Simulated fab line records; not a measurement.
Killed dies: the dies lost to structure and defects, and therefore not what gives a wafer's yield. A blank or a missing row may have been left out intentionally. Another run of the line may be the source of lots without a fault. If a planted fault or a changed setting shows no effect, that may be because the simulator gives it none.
What tool caused it?	flow sky130	72 wafers from 24 lots sampled at 6 of the route's 708 steps

WHAT EACH GAUGE READ, for each wafer
SKY_NWELL_THK_MEAS_02. Usual: NWELL_OXIDATION_THK 9.94 nm, standard deviation 0.19.
lot	measured	on	NWELL_OXIDATION_THK (nm)	flag
L074	day 2 14:48	film_metro-02	9.58 9.56 9.56	
L075	day 2 18:53	film_metro-01	9.80 9.87 9.71	
L076	day 2 22:07	film_metro-01	9.65 10.06 9.85	
L077	day 3 03:30	film_metro-02	9.92 10.03 9.98	
L078	day 3 10:22	film_metro-03	9.73 9.92 9.98	
L079	day 3 13:11	film_metro-01	9.69 9.69 9.76	
L080	day 3 19:58	film_metro-03	10.00 10.01 10.03	
L081	day 4 01:01	film_metro-02	10.08 9.83 10.18	
L082	day 4 04:47	film_metro-01	9.83 10.10 9.84	
L083	day 4 11:02	film_metro-03	10.14 10.03 10.00	
L084	day 4 18:46	film_metro-03	10.53 10.30 10.16	
L085	day 5 03:58	film_metro-02	9.95 9.92 10.02	
L086	day 5 10:17	film_metro-03	9.85 9.86 9.87	
L087	day 5 10:19	film_metro-02	9.92 10.19 9.99	
L088	day 5 16:43	film_metro-01	10.24 10.08 10.01	
L089	day 5 20:56	film_metro-01	9.86 9.77 9.81	
L090	day 6 05:08	film_metro-01	9.90 9.93 9.83	
L091	day 6 09:12	film_metro-02	10.10 9.92 10.02	
L092	day 6 12:27	film_metro-03	10.21 10.12 10.10	
L093	day 6 15:46	film_metro-03	10.19 10.01 10.20	
L094	day 6 22:58	film_metro-03	9.91 9.98 9.88	
L095	day 7 11:04	film_metro-02	9.79 9.82 9.76	
L096	day 7 15:10	film_metro-02	9.75 9.80 9.84	
L097	day 7 15:10	film_metro-01	9.68 9.82 9.67	

SKY_PWDE_TW_MEAS_10. Usual: PWDE_TW 375.2, standard deviation 2.
lot	measured	on	PWDE_TW	flag
L074	day 3 22:33	film_metro-03	371.5 374.8 373.1	
L075	day 4 03:09	film_metro-01	376.1 377.8 377.2	
L076	day 4 07:11	film_metro-02	376.9 376.5 375.7	
L077	day 4 13:08	film_metro-02	375.8 374.8 376.6	
L078	day 4 21:20	film_metro-02	376.1 376.5 379.2	
L079	day 4 23:37	film_metro-02	374.8 377.1 375.5	
L080	day 5 05:42	film_metro-01	374.8 372.2 375.5	
L081	day 5 10:46	film_metro-02	373.1 374.1 372.5	
L082	day 5 14:47	film_metro-03	371.8 370.7 371.7	
L083	day 5 22:29	film_metro-02	372.6 372.8 372.8	
L084	day 6 06:20	film_metro-02	373.5 373.4 373.1	
L085	day 6 16:19	film_metro-01	375.8 377.3 377.8	
L086	day 6 23:30	film_metro-02	374.8 375.5 376.5	
L087	day 7 00:13	film_metro-02	371.8 371.5 373.0	
L088	day 7 06:16	film_metro-01	375.2 378.3 375.8	
L089	day 7 11:10	film_metro-01	376.6 375.6 375.7	
L090	day 7 20:05	film_metro-01	376.3 375.3 376.9	
L091	day 7 23:18	film_metro-01	376.2 375.6 378.5	
L092	day 8 02:58	film_metro-02	376.0 377.4 379.0	
L093	day 8 07:32	film_metro-01	375.6 377.6 378.1	
L094	day 8 14:22	film_metro-01	374.7 372.9 377.3	
L095	day 9 04:41	film_metro-01	375.1 376.6 376.2	
L096	day 9 09:44	film_metro-03	372.0 372.4 374.0	
L097	day 9 09:23	film_metro-02	376.1 375.8 377.2	

SKY_SD_P_TW_MEAS_11. Usual: SD_P_TW 2833, standard deviation 22.
lot	measured	on	SD_P_TW	flag
L074	day 25 10:55	film_metro-01	2854 2853 2844	
L075	day 25 20:36	film_metro-01	2844 2860 2848	
L076	day 25 23:11	film_metro-02	2826 2838 2817	
L077	day 26 15:29	film_metro-04	2794 2802 2816	
L078	day 27 04:26	film_metro-02	2855 2834 2837	
L079	day 27 05:19	film_metro-02	2845 2854 2843	
L080	day 27 13:11	film_metro-02	2849 2837 2846	
L081	day 27 23:55	film_metro-02	2859 2840 2855	
L082	day 28 02:02	film_metro-02	2854 2848 2866	
L083	day 28 14:41	film_metro-01	2840 2847 2845	
L084	day 29 05:41	film_metro-04	2774 2769 2766	
L085	day 29 18:20	film_metro-01	2853 2858 2843	
L086	day 29 22:28	film_metro-01	2840 2840 2846	
L087	day 30 10:23	film_metro-02	2833 2830 2847	
L088	day 30 13:51	film_metro-01	2826 2820 2819	
L089	day 30 19:53	film_metro-02	2830 2856 2846	
L090	day 31 13:16	film_metro-01	2855 2857 2861	
L091	day 31 14:11	film_metro-02	2826 2821 2831	
L092	day 31 17:17	film_metro-04	2804 2778 2783	
L093	day 32 00:35	film_metro-01	2809 2824 2835	
L094	day 32 09:12	film_metro-02	2840 2857 2863	
L095	day 33 09:44	film_metro-02	2827 2840 2845	
L096	day 33 11:37	film_metro-02	2830 2822 2839	
L097	day 33 07:58	film_metro-01	2819 2817 2846	

SKY_CAPM_OVL_MEAS_12. Usual: CAPM_OVL 0.1 nm, standard deviation 1.3.
lot	measured	on	CAPM_OVL (nm)	flag
L074	day 37 11:46	overlay-01	1.1 0.2 0.1	
L075	day 37 18:56	overlay-02	1.2 0.8 0.0	
L076	day 37 22:11	overlay-01	0.9 -0.1 0.3	
L077	day 38 10:17	overlay-01	1.2 3.0 0.4	
L078	day 38 22:31	overlay-01	1.0 1.0 0.3	
L079	day 39 00:46	overlay-02	1.7 0.4 1.3	
L080	day 39 08:07	overlay-01	-1.9 -3.6 -3.4	
L081	day 39 15:58	overlay-01	-1.2 -1.7 -1.2	
L082	day 39 20:07	overlay-01	-1.5 1.3 -1.1	
L083	day 40 04:16	overlay-02	1.0 -0.8 0.7	
L084	day 40 14:05	overlay-01	0.9 0.3 0.8	
L085	day 41 05:47	overlay-02	1.7 0.7 0.5	
L086	day 41 08:31	overlay-01	-2.0 -1.5 -2.3	
L087	day 41 14:52	overlay-02	0.4 1.4 0.0	
L088	day 41 23:34	overlay-01	-1.6 -0.2 1.1	
L089	day 42 04:40	overlay-02	0.6 1.2 0.0	
L090	day 42 14:52	overlay-01	0.5 -1.5 -1.8	
L091	day 42 15:10	overlay-01	-1.5 -1.5 0.9	
L092	day 42 21:10	overlay-02	0.2 1.1 -0.5	
L093	day 43 04:55	overlay-01	1.3 1.7 0.6	
L094	day 43 11:37	overlay-01	-0.1 -0.4 -0.2	
L095	day 44 08:55	overlay-02	1.9 2.3 0.6	
L096	day 44 09:13	overlay-01	1.4 -0.5 -0.9	
L097	day 44 05:49	overlay-02	1.4 1.9 0.4	

WHICH TOOL RAN EACH LOT (tool, then ch and the chambers of the sampled wafers, then the start)
lot	SKY_SPACER_ETCHBACK_02	SKY_SD_N_RTA_14
L074	rie_diel-04 ch 0,1, day 22 22:16	rtp_anneal-02 ch 0, day 27 22:04
L075	rie_diel-03 ch 0,2,3, day 23 08:35	rtp_anneal-01 ch 0, day 28 07:08
L076	rie_diel-01 ch 0,3, day 23 11:25	rtp_anneal-02 ch 0, day 28 10:17
L077	rie_diel-01 ch 0,2, day 24 02:43	rtp_anneal-01 ch 0, day 29 01:36
L078	rie_diel-04 ch 2,3, day 24 17:03	rtp_anneal-02 ch 0, day 29 13:59
L079	rie_diel-03 ch 0,1,2, day 24 18:15	rtp_anneal-01 ch 0, day 29 14:59
L080	rie_diel-04 ch 0,2,3, day 25 02:37	rtp_anneal-02 ch 0, day 29 21:56
L081	rie_diel-01 ch 1,3, day 25 14:34	rtp_anneal-01 ch 0, day 30 08:53
L082	rie_diel-03 ch 2,3, day 25 15:46	rtp_anneal-02 ch 0, day 30 10:53
L083	rie_diel-01 ch 0,3, day 26 04:56	rtp_anneal-01 ch 0, day 30 22:23
L084	rie_diel-03 ch 0,2,3, day 26 19:42	rtp_anneal-02 ch 0, day 31 12:58
L085	rie_diel-03 ch 0,3, day 27 09:46	rtp_anneal-01 ch 0, day 32 02:03
L086	rie_diel-04 ch 1,2,3, day 27 13:08	rtp_anneal-02 ch 0, day 32 05:02
L087	rie_diel-03 ch 0,1,3, day 28 01:20	rtp_anneal-01 ch 0, day 32 15:56
L088	rie_diel-01 ch 1,2,3, day 28 04:34	rtp_anneal-02 ch 0, day 32 19:27
L089	rie_diel-03 ch 2,3, day 28 11:44	rtp_anneal-01 ch 0, day 33 03:20
L090	rie_diel-04 ch 1,2,3, day 29 06:12	rtp_anneal-02 ch 0, day 33 18:35
L091	rie_diel-03 ch 0,2, day 29 06:12	rtp_anneal-01 ch 0, day 33 20:23
L092	rie_diel-04 ch 1,2, day 29 08:46	rtp_anneal-02 ch 0, day 33 23:40
L093	rie_diel-01 ch 1,2,3, day 29 17:04	rtp_anneal-01 ch 0, day 34 06:29
L094	rie_diel-01 ch 1,2,3, day 30 02:28	rtp_anneal-02 ch 0, day 34 15:22
L095	rie_diel-01 ch 0,1,2, day 31 02:47	rtp_anneal-02 ch 0, day 35 15:41
L096	rie_diel-04 ch 0,2,3, day 31 05:21	rtp_anneal-01 ch 0, day 35 15:58
L097	rie_diel-04 ch 2,3, day 31 01:35	rtp_anneal-01 ch 0, day 35 12:14
- SKY_SPACER_ETCHBACK_02: etches Si3N4 in CH3F/O2, stops on SiO2, time 46.7 s, target depth 45 nm.
- SKY_SD_N_RTA_14: time 2 s.

AS READ BY THE TOOLS THEMSELVES (means over the sampled wafers that have a number; for cases with no such wafer, the mark the record gives instead)
SKY_SPACER_ETCHBACK_02. Usual: drypump_motor_current_A 5.8 A, standard deviation 0.47; oes_product_au 0.854 a.u., standard deviation 0.0059; throttle_valve_pct 10.563 %, standard deviation 0.0095.
lot	tool	drypump_motor_current_A (A)	oes_product_au (a.u.)	throttle_valve_pct (%)	flag
L074	rie_diel-04	6.0	0.859	10.563	
L075	rie_diel-03	5.6	0.856	10.556	
L076	rie_diel-01	5.5	0.858	10.566	
L077	rie_diel-01	5.4	0.857	10.565	
L078	rie_diel-04	5.8	0.852	10.558	
L079	rie_diel-03	5.5	0.854	10.563	
L080	rie_diel-04	5.9	0.859	10.563	
L081	rie_diel-01	6.1	0.854	10.569	
L082	rie_diel-03	5.8	0.847	10.558	
L083	rie_diel-01	6.0	0.854	10.560	
L084	rie_diel-03	5.5	0.853	10.568	
L085	rie_diel-03	5.7	0.850	10.555	
L086	rie_diel-04	6.1	0.847	10.561	
L087	rie_diel-03	5.5	0.852	10.562	
L088	rie_diel-01	6.0	0.852	10.560	
L089	rie_diel-03	5.9	0.856	10.561	
L090	rie_diel-04	6.1	0.860	10.564	
L091	rie_diel-03	5.5	0.860	10.563	
L092	rie_diel-04	6.3	0.856	10.570	
L093	rie_diel-01	6.0	0.855	10.564	
L094	rie_diel-01	6.0	0.860	10.567	
L095	rie_diel-01	5.4	0.853	10.567	
L096	rie_diel-04	5.9	0.856	10.555	
L097	rie_diel-04	5.8	0.850	10.562	

SKY_SD_N_RTA_14. Usual: lamp_power_pct 15.74 %, standard deviation 0.052; ramp_down_c_per_s 90.000, standard deviation 0.015; wafer_temp_C_max 1078.2, standard deviation 1.4.
lot	tool	lamp_power_pct (%)	ramp_down_c_per_s	wafer_temp_C_max	flag
L074	rtp_anneal-02	15.80	89.993	1078.7	
L075	rtp_anneal-01	15.75	89.996	1079.0	
L076	rtp_anneal-02	15.73	90.003	1078.1	
L077	rtp_anneal-01	15.76	89.994	1078.6	
L078	rtp_anneal-02	15.71	89.979	1077.6	
L079	rtp_anneal-01	15.75	90.002	1077.7	
L080	rtp_anneal-02	15.68	90.000	1078.6	
L081	rtp_anneal-01	15.72	90.003	1077.8	
L082	rtp_anneal-02	15.77	90.002	1077.8	
L083	rtp_anneal-01	15.77	89.994	1078.2	
L084	rtp_anneal-02	15.73	90.002	1078.9	
L085	rtp_anneal-01	15.76	89.999	1078.8	
L086	rtp_anneal-02	15.78	90.008	1077.7	
L087	rtp_anneal-01	15.75	89.982	1077.3	
L088	rtp_anneal-02	15.76	89.998	1078.0	
L089	rtp_anneal-01	15.72	90.002	1077.6	
L090	rtp_anneal-02	15.71	90.001	1077.8	
L091	rtp_anneal-01	15.71	89.991	1078.3	
L092	rtp_anneal-02	15.75	90.015	1078.2	
L093	rtp_anneal-01	15.77	90.004	1080.1	
L094	rtp_anneal-02	15.71	90.004	1078.0	
L095	rtp_anneal-02	15.79	90.004	1079.4	
L096	rtp_anneal-01	15.73	90.008	1077.2	
L097	rtp_anneal-01	15.70	90.010	1079.1	

THE ANSWER, worked out from the rows above alone
Rule: take the mean of a lot's wafers that have a number; if it is more than 3 standard deviations from the usual mean, the lot is off. Also off: a lot with no number at a reading for which 4 or more lots have one. Any other lot the step has rows for is counted as sound. Order of review: gauges by route order, followed by the tools' own readings, for which a lot's mean as printed above is used. At the first step where some lot is off, the reading lying furthest off is the one used; lots without a number count as furthest.
No lot is off at any reading shown: from this, nothing can be told.

WHAT HAD BEEN PUT IN BY THE SIMULATOR
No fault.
